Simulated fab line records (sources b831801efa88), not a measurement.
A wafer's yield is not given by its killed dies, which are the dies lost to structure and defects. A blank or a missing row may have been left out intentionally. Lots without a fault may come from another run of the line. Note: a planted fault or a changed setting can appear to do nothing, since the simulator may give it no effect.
Chamber matching + flow sky130 + 4 sister chambers for SKY_VIA1_CMP_24 on cmp-01
The step polishes, stops on SiO2, t overpolish 15 s, target thk 0 nm. 4 wafers are shown with their chamber, then 9 later ones without.

== WAFERS PAIRED WITH THEIR CHAMBERS ==
| wafer  | chamber | motor-current-A (A) |
|--------|---------|---------------------|
| L992.1 | 2       | 10.7                |
| L996.2 | 1       | 11.5                |
| L996.4 | 0       | 9.4                 |
| L996.6 | 3       | 12.6                |

== WAFERS WHOSE CHAMBER IS MISSING ==
| wafer  | motor-current-A (A) |
|--------|---------------------|
| L997.2 | 9.5                 |
| L997.3 | 12.2                |
| L997.5 | 11.5                |
| L100.1 | 12.1                |
| L100.3 | 12.0                |
| L100.6 | 10.2                |
| L102.1 | 12.1                |
| L102.2 | 9.5                 |
| L102.6 | 9.9                 |

== EACH ONE'S CHAMBER ==
| wafer  | from the rows above     | in truth                   |
|--------|-------------------------|----------------------------|
| L997.2 | 0                       | 0                          |
| L997.3 | can't be placed: 3 or 1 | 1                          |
| L997.5 | 1                       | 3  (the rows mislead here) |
| L100.1 | can't be placed: 3 or 1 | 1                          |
| L100.3 | can't be placed: 1 or 3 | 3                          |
| L100.6 | can't be placed: 2 or 0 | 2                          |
| L102.1 | can't be placed: 3 or 1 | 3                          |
| L102.2 | 0                       | 0                          |
| L102.6 | can't be placed: 0 or 2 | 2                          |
2 of 9 placed correctly. Can't be placed from these rows: 6 (the true chamber is among the candidates in 6). 1 placed wrongly.
How it was worked out, from the rows above alone: a wafer's distance from a chamber is the root of the sum, over the readings, of the square of ((its reading less the chamber's mean) divided by the reading's scatter). The wafer belongs to the nearest chamber; if the next one is less than 2 further off, it can't be placed. The mean given for a chamber averages the wafers shown for that chamber. The scatter: root of mean squared gap, hidden wafer to nearest shown wafer, with one shown wafer a chamber.
